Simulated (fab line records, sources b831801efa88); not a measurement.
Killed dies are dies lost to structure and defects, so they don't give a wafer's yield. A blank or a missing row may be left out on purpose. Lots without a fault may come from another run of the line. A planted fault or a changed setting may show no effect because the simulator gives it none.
fab line records | flow sky130
record lots=5 wafers=15 last_day=50
route steps=708 shown METAL2@495 VIA2@507 PAD_OPEN@708
lots that met no fault: from a run of the same line without faults
start_h: hours from the record's first day to the start of the lot's first wafer shown | wait_h: hours since the lot's step before | " the same as in the row above | L1.1+2: a row that stands for several wafers | - no value, or no start given | * or withheld: withheld | < > ~ a bound
route shown NAME@n: a module of which the file shows steps, and the number in the route of the first | usual: mean/standard deviation of fault-free wafers | same: alike in all rows | chamber/n: place in a boat | sites: the reading at each site | _std_site: their standard deviation | _edge_site: outer sites' mean less inner sites' | radius_mm: how far each site lies from the wafer's centre | mask NAME#n: copy n | behind: the tool/chamber that last shaped the wafer | hold: why the lot was held/for how many hours/how that ended | device: the transistor (n, p or np) that didn't switch | end of line: the same wafers' tests at the end of the route | a step without rows: its recipe alone | killed: dies lost to structure and defects at the first sort, not the wafer's yield | map: a wafer's dies, x killed, . not, _ none there
set.NAME: the setting as run; set.NAME@STEP: as run at that earlier step | model.NAME: the simulator's own value behind a step, which no gauge read
lots at some steps of the route; a table a step, a row a wafer
services: from which hour (start_h, from the record's first day; less than 0 if before it) a tool's chamber was out of use, for how many hours, and why
## steps
# step SKY_METAL2_EXPOSE_12
# recipe mask_id=MM2 na=0.8 source_shape=annular sigma_inner=0.55 sigma_outer=0.85 target_cd_nm=140 dose_mj=28
# step SKY_METAL2_PEB_13
# recipe peb_temp_c=withheld peb_time_s=withheld resist=KrF-thick
# step SKY_METAL2_DEVELOP_14
# recipe develop_time_s=60 resist=KrF-thick dev_temp_c=21
# step SKY_METAL2_CD_MEAS_15
# recipe target_cd_nm=140
# usual cd_nm=139.7/1.4
# columns lot.wafer tool chamber start_h wait_h cd_nm
L264.2 cd_sem-02 - 826.39 - 139.9
L264.3 " - " " 140.9
L264.5 " - " " 139.2
L278.4 cd_sem-02 - 922.45 - 138.0
L278.5 " - " " 138.3
L278.6 " - " " 137.7
L280.1 cd_sem-01 - 943.12 - 139.7
L280.2 " - " " 137.4
L280.4 " - " " 139.6
L283.3 cd_sem-01 - 962.71 - 141.8
L283.4 " - " " 142.2
L283.5 " - " " 141.9
L285.3 cd_sem-02 - 969.31 - 138.8
L285.4 " - " " 138.9
L285.6 " - " " 139.0
# step SKY_METAL2_OVL_MEAS_16
# usual METAL2_OVL=1/4.3
# columns lot.wafer tool chamber start_h wait_h METAL2_OVL[nm]
L264.2 overlay-01 - 826.50 0.1 0
L264.3 " - " " -4
L264.5 " - " " -3
L278.4 overlay-02 - 922.53 0.1 0
L278.5 " - " " 6
L278.6 " - " " 5
L280.1 overlay-01 - 943.24 0.1 -1
L280.2 " - " " 0
L280.4 " - " " 8
L283.3 overlay-02 - 962.81 0.1 -3
L283.4 " - " " -4
L283.5 " - " " 2
L285.3 overlay-02 - 969.41 0.1 3
L285.4 " - " " 2
L285.6 " - " " 2
# step SKY_METAL2_DESCUM_17
# recipe chemistry=O2 source_power_w=150 bias_power_w=0 pressure_mtorr=10 temp_c=40 time_s=8
# usual drypump_motor_current_A=5.8/0.49 oes_product_au=1.000/0.012
# columns lot.wafer tool chamber start_h wait_h drypump_motor_current_A oes_product_au rf_hours_counter_h
L264.2 rie_metal-01 1 826.53 0.0 6.4 1.000 5
L264.3 " 0 " " 5.8 0.992 -
L264.5 " 1 " " 6.4 1.003 -
L278.4 rie_metal-04 1 922.56 0.0 5.3 0.989 -
L278.5 " 1 " " 5.3 0.985 -
L278.6 " 0 " " 6.5 1.006 -
L280.1 rie_metal-03 0 943.28 0.0 5.2 1.006 3
L280.2 " 1 " " 5.9 0.973 19
L280.4 " 1 " " 5.9 0.982 -
L283.3 rie_metal-03 0 962.85 0.0 5.2 1.021 -
L283.4 " 0 " " 5.2 1.009 -
L283.5 " 0 " " 5.2 1.008 -
L285.3 rie_metal-01 1 969.44 0.0 6.4 1.002 -
L285.4 " 0 " " 5.8 0.993 -
L285.6 " 0 " " 5.8 0.993 -
# step SKY_METAL2_ETCH_18
# recipe chemistry=N2/H2 target=BARC ion_energy_ev=200 bias_w=100 pressure_mtorr=30 n2_flow_sccm=100 h2_flow_sccm=200 icp_w=500 stop_on=SiO2 time_s=45.9 target_depth_a=600
# usual drypump_motor_current_A=5.8/0.49 oes_product_au=0.854/0.0047 throttle_valve_pct=13.225/0.01
# columns lot.wafer tool chamber start_h wait_h drypump_motor_current_A oes_product_au rf_hours_counter_h throttle_valve_pct
L264.2 rie_metal-01 1 826.56 0.0 6.4 0.854 5 13.211
L264.3 " 0 " " 5.9 0.854 - 13.218
L264.5 " 1 " " 6.4 0.845 - 13.206
L278.4 rie_metal-04 1 922.60 0.0 5.3 0.853 - 13.221
L278.5 " 1 " " 5.3 0.865 - 13.227
L278.6 " 0 " " 6.5 0.849 - 13.200
L280.1 rie_metal-03 0 943.31 0.0 5.2 0.853 3 13.236
L280.2 " 1 " " 6.0 0.847 19 13.221
L280.4 " 1 " " 6.0 0.862 - 13.219
L283.3 rie_metal-03 0 962.94 0.1 5.2 0.854 - 13.224
L283.4 " 0 " " 5.2 0.851 - 13.228
L283.5 " 0 " " 5.2 0.848 - 13.227
L285.3 rie_metal-01 1 969.48 0.0 6.4 0.856 - 13.203
L285.4 " 0 " " 5.8 0.857 - 13.231
L285.6 " 0 " " 5.8 0.856 - 13.230
# step SKY_METAL2_METAL_ETCH_19
# recipe target_depth_a=3600 stop_on=SiO2 over_etch_frac=0.3 time_s=78 chemistry=Cl2/BCl3 resist_sidewall_deg=88 pressure_mtorr=10 icp_w=900 bias_w=48.5 Cl2_flow_sccm=60 bcl3_flow_sccm=30
# usual drypump_motor_current_A=5.8/0.49 oes_product_au=0.857/0.0058 throttle_valve_pct=22.264/0.0088
# same over_etch_frac=0.3
# columns lot.wafer tool chamber start_h wait_h drypump_motor_current_A oes_product_au rf_hours_counter_h throttle_valve_pct
L264.2 rie_metal-01 1 826.62 0.0 6.4 0.850 5 22.273
L264.3 " 0 " " 5.8 0.851 - 22.264
L264.5 " 1 " " 6.4 0.858 - 22.277
L278.4 rie_metal-04 1 922.67 0.1 5.3 0.856 - 22.266
L278.5 " 1 " " 5.3 0.861 - 22.264
L278.6 " 0 " " 6.5 0.863 - 22.261
L280.1 rie_metal-03 0 943.37 0.0 5.2 0.849 3 22.265
L280.2 " 1 " " 6.0 0.859 19 22.273
L280.4 " 1 " " 5.9 0.854 - 22.280
L283.3 rie_metal-03 0 963.08 0.1 5.2 0.861 - 22.258
L283.4 " 0 " " 5.2 0.867 - 22.281
L283.5 " 0 " " 5.2 0.857 - 22.274
L285.3 rie_metal-01 1 969.55 0.1 6.4 0.868 - 22.268
L285.4 " 0 " " 5.8 0.859 - 22.258
L285.6 " 0 " " 5.8 0.854 - 22.259
# step SKY_METAL2_STRIP_20
# recipe chemistry=O2/N2 power_w=1400 pressure_mtorr=1500 platen_temp_c=withheld o2_flow_sccm=3000 n2_flow_sccm=300 overash_fraction=0.5
# usual drypump_motor_current_A=5.8/0.32 oes_product_au=0.343/0.0055 strip_time_to_endpoint_s=2.69/0.06
# columns lot.wafer tool chamber start_h wait_h drypump_motor_current_A oes_product_au rf_hours_counter_h strip_time_to_endpoint_s
L264.2 plasma_asher-02 1 826.71 0.1 5.3 0.349 8 2.66
L264.3 " 0 " " 5.8 0.346 - 2.68
L264.5 " 1 " " 5.3 0.343 - 2.66
L278.4 plasma_asher-01 1 922.76 0.1 6.0 0.341 - 2.71
L278.5 " 0 " " 5.4 0.346 - 2.71
L278.6 " 1 " " 6.0 0.334 - 2.58
L280.1 plasma_asher-03 1 943.46 0.1 6.2 0.340 111 2.63
L280.2 " 0 " " 6.0 0.343 111 2.74
L280.4 " 1 " " 6.2 0.344 - 2.77
L283.3 plasma_asher-03 0 963.23 0.1 6.0 0.337 - 2.69
L283.4 " 1 " " 6.2 0.340 - 2.70
L283.5 " 1 " " 6.2 0.340 - 2.65
L285.3 plasma_asher-03 1 969.65 0.1 6.2 0.345 - 2.74
L285.4 " 0 " " 6.0 0.339 - 2.74
L285.6 " 0 " " 6.0 0.344 - 2.78
# step SKY_METAL2_STRIP_21
# recipe chemistry=post_etch_residue_remover time_s=1200 temp_c=72.5
# step SKY_METAL2_CLEAN_22
# recipe chemistry=IPA time_s=180 temp_c=25
# step SKY_METAL2_CLEAN_23
# recipe chemistry=O3/DIW dry=n2_spin
# step SKY_VIA2_HDPCVD_00
# recipe material=SiO2 target_thk_nm=1180 sigma_open_frac=0.3 time_s=196.7 temp_c=400 sih4_flow_sccm=60 pressure_mtorr=6
# usual run_length_s=224.7/0.34
# columns lot.wafer tool chamber start_h wait_h run_length_s model.SiO2_of_VIA2_HDPCVD_00.thk_nm
L264.2 hdpcvd-02 1 827.31 0.0 224.5 1169
L264.3 " 1 " " 224.7 1175
L264.5 " 2 " " 224.6 1176
L278.4 hdpcvd-01 2 923.42 0.1 224.6 1190
L278.5 " 0 " " 225.0 1201
L278.6 " 1 " " 224.5 1200
L280.1 hdpcvd-02 0 944.09 0.0 244.6 1298
L280.2 " 1 " " 224.4 1156
L280.4 " 1 " " 224.9 1159
L283.3 hdpcvd-01 0 963.89 0.0 225.4 1163
L283.4 " 2 " " 224.8 1176
L283.5 " 0 " " 225.2 1170
L285.3 hdpcvd-01 2 970.69 0.0 224.5 1180
L285.4 " 0 " " 225.1 1180
L285.6 " 1 " " 224.8 1179
# step SKY_VIA2_THK_MEAS_01
# recipe reads=SiO2_of_VIA2_HDPCVD_00
# usual VIA2_HDPCVD_THK=1180/12
# columns lot.wafer tool chamber start_h wait_h VIA2_HDPCVD_THK[nm]
L264.2 film_metro-01 - 827.51 0.1 1169
L264.3 " - " " 1175
L264.5 " - " " 1176
L278.4 film_metro-02 - 923.51 0.0 1190
L278.5 " - " " 1203
L278.6 " - " " 1200
L280.1 film_metro-04 - 944.28 0.1 1297
L280.2 " - " " 1156
L280.4 " - " " 1159
L283.3 film_metro-02 - 964.03 0.1 1163
L283.4 " - " " 1176
L283.5 " - " " 1170
L285.3 film_metro-01 - 970.84 0.1 1181
L285.4 " - " " 1180
L285.6 " - " " 1179
# step SKY_VIA2_CMP_02
# recipe material=SiO2 down_force_psi=4 platen_rpm=60 pad_velocity_m_s=0.94248
# usual head_pressure_psi=4.001/0.008 motor_current_A=11.3/0.8
# columns lot.wafer tool chamber start_h wait_h head_pressure_psi motor_current_A
L264.3 cmp-01 2 827.56 0.0 4.006 11.3
L264.2 " 3 " " 4.005 12.9
L264.5 " 2 " " 4.002 11.4
L278.4 cmp-02 1 923.69 0.2 4.013 11.7
L278.6 " 2 " " 4.021 11.2
L278.5 " 3 " " 4.010 9.5
L280.4 cmp-01 3 944.39 0.1 4.005 12.1
L280.2 " 0 " " 4.013 10.8
L280.1 " 1 " " 3.993 11.9
L283.3 cmp-02 0 964.17 0.1 4.005 10.7
L283.4 " 1 " " 4.014 12.1
L283.5 " 3 " " 3.989 10.1
L285.3 cmp-01 1 970.88 0.0 3.995 12.1
L285.4 " 2 " " 3.987 11.8
L285.6 " 1 " " 3.997 12.0
# step SKY_PAD_OPEN_PROBE_99
# usual defect_limited_yield=82.3/2 killed_at_M0_to_M3=44/7 killed_at_M4_up=3.1/1.8 killed_at_contacts=25/5.1 killed_at_front_end=15/4.3 killed_at_other=0.3/0.61 killed_dies=87/9.8 killed_open=48/7 killed_short=38/6.3 sort_bin_3_pad_short=0.9/0.39 sort_bin_5_function=10.3/1.5 sort_bin_6_memory=6.5/1.2 sort_n_pass=405/9.8 sort_yield_pct=82.3/2
# same gross_dies=492 killed_at_back_side=0 sort_bin_4_leakage[%]=0 sort_bin_8_speed[%]=0
# columns lot.wafer tool chamber start_h wait_h defect_limited_yield[%] killed_at_M0_to_M3 killed_at_M4_up killed_at_contacts killed_at_front_end killed_at_other killed_dies killed_open killed_short sort_bin_3_pad_short[%] sort_bin_5_function[%] sort_bin_6_memory[%] sort_n_pass sort_yield_pct[%]
L278.4 prober-02 - 1154.69 0.2 82.5 40 7 25 13 1 86 48 37 0.8 10.2 6.5 406 82.5
L278.5 prober-02 - 1154.74 0.2 78.9 56 1 25 22 0 104 59 44 0.8 12.6 7.7 388 78.9
L278.6 prober-02 - 1154.79 0.2 84.6 37 0 28 11 0 76 43 33 0.8 8.7 5.9 416 84.6
L280.1 prober-02 - 1168.44 0.1 81.5 40 1 25 24 1 91 51 40 0.8 11.2 6.5 401 81.5
L280.2 prober-02 - 1168.49 0.1 80.9 34 1 36 23 0 94 59 35 0.8 11.2 7.1 398 80.9
L280.4 prober-02 - 1168.59 0.2 81.1 46 3 24 20 0 93 60 33 0.4 12.6 5.9 399 81.1
L285.3 prober-01 - 1189.72 0.2 85.6 42 3 19 7 0 71 39 32 0.6 7.9 5.9 421 85.6
L285.4 prober-01 - 1189.77 0.2 84.3 55 2 11 9 0 77 45 32 0.2 10.4 5.1 415 84.3
L285.6 prober-01 - 1189.87 0.2 81.3 54 9 17 12 0 92 46 46 1.0 9.8 7.9 400 81.3
# killed by level:class
L278.4 CONTACT:geometric_particle:open=12 VIA1:geometric_particle:open=8 LI_CONTACT:geometric_particle:open=7 VIA2:geometric_particle:open=6 FIELD_ISO:geometric_particle:open=4 LOCAL_INTERCONNECT:geometric_particle:short=4 METAL3:geometric_particle:short=4 METAL1:geometric_particle:short=4
L278.5 VIA1:geometric_particle:open=14 FIELD_ISO:geometric_particle:open=8 LI_CONTACT:geometric_particle:open=8 CONTACT:geometric_particle:open=7 VIA1:geometric_particle:short=7 VIA3:geometric_particle:open=7 METAL1:geometric_particle:short=6 CONTACT:geometric_particle:short=5
L278.6 CONTACT:geometric_particle:open=12 LI_CONTACT:geometric_particle:open=9 VIA2:geometric_particle:open=7 METAL2:geometric_particle:short=6 METAL1:geometric_particle:short=6 VIA1:geometric_particle:open=6 LOCAL_INTERCONNECT:geometric_particle:short=5 FIELD_ISO:geometric_particle:open=3
L280.1 VIA1:geometric_particle:open=10 CONTACT:geometric_particle:open=10 FIELD_ISO:geometric_particle:open=8 FIELD_ISO:geometric_particle:short=8 LI_CONTACT:geometric_particle:open=7 POLY_GATE:geometric_particle:short=5 VIA2:geometric_particle:short=5 METAL1:geometric_particle:short=5
L280.2 CONTACT:geometric_particle:open=13 LI_CONTACT:geometric_particle:open=10 VIA1:geometric_particle:open=8 POLY_GATE:geometric_particle:open=6 CONTACT:geometric_particle:short=6 VIA2:geometric_particle:open=6 POLY_GATE:geometric_particle:short=5 VIA3:geometric_particle:short=5
L280.4 CONTACT:geometric_particle:open=11 VIA1:geometric_particle:open=11 VIA2:geometric_particle:open=9 LI_CONTACT:geometric_particle:open=6 VIA3:geometric_particle:open=5 FIELD_ISO:geometric_particle:open=4 SPACER:geometric_particle:short=4 VIA1:geometric_particle:short=4
L285.3 VIA1:geometric_particle:open=12 LI_CONTACT:geometric_particle:open=10 VIA1:geometric_particle:short=6 VIA3:geometric_particle:open=6 METAL2:geometric_particle:short=5 METAL1:geometric_particle:short=4 VIA3:geometric_particle:short=3 LOCAL_INTERCONNECT:geometric_particle:short=3
L285.4 VIA1:geometric_particle:open=14 VIA3:geometric_particle:open=8 METAL1:geometric_particle:short=7 CONTACT:geometric_particle:open=6 VIA2:geometric_particle:short=6 VIA2:geometric_particle:open=6 VIA1:geometric_particle:short=5 POLY_GATE:geometric_particle:open=3
L285.6 VIA3:geometric_particle:open=11 LI_CONTACT:geometric_particle:open=8 METAL1:geometric_particle:short=8 METAL2:geometric_particle:short=8 VIA2:geometric_particle:open=6 VIA1:geometric_particle:short=6 METAL4:geometric_particle:short=6 VIA1:geometric_particle:open=5
## services
# columns tool chamber start_h hours kind
cmp-02 - 808.72 0.5 repair
rie_metal-03 - 811.11 0.1 repair
hdpcvd-02 0 814.97 22.8 repair
rie_metal-04 1 824.30 3.1 repair
rie_metal-03 0 855.82 - clean
rie_metal-03 0 855.82 14.4 scheduled_down
rie_metal-03 0 855.82 14.4 vent_cycle
cmp-02 - 868.17 3.4 repair
cmp-02 - 891.51 14.8 pm
rie_metal-03 - 893.04 2.8 pm
rie_metal-04 1 900.10 15.6 repair
cmp-01 - 912.00 4.0 pm
cmp-01 - 916.00 - consumable_replace:conditioner
cmp-01 - 916.00 - consumable_replace:pad
hdpcvd-01 - 926.68 1.1 repair
hdpcvd-01 - 927.54 0.3 repair
hdpcvd-02 2 941.28 35.6 repair
hdpcvd-02 - 950.25 15.0 pm
hdpcvd-02 0 950.25 15.0 vent_cycle
hdpcvd-02 1 950.25 15.0 vent_cycle
hdpcvd-02 2 950.25 26.6 vent_cycle
rie_metal-03 1 959.14 - clean
rie_metal-03 1 959.14 17.3 scheduled_down
rie_metal-03 1 959.14 17.3 vent_cycle
## key
first_sign step=SKY_VIA2_HDPCVD_00 reading=run_length_s direction=up sigmas=59 usual=* struck=*
effect step=SKY_VIA2_THK_MEAS_01 reading=VIA2_HDPCVD_THK direction=up sigmas=9.3 usual=1180 struck=1297
model_effect step=SKY_VIA2_HDPCVD_00 value=SiO2_of_VIA2_HDPCVD_00.thk_nm without=1176 struck=1298
met_at SKY_VIA2_HDPCVD_00
struck_wafers L280.1
onset_between 827.31 944.09
fault kind=process_parameter_drift tool=hdpcvd-02 chamber=- onset_h=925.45 steps=SKY_VIA2_HDPCVD_00 channel=time_s offset=* shape=step end_h=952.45 scope=struck_wafers_only acts_in=* stated=*
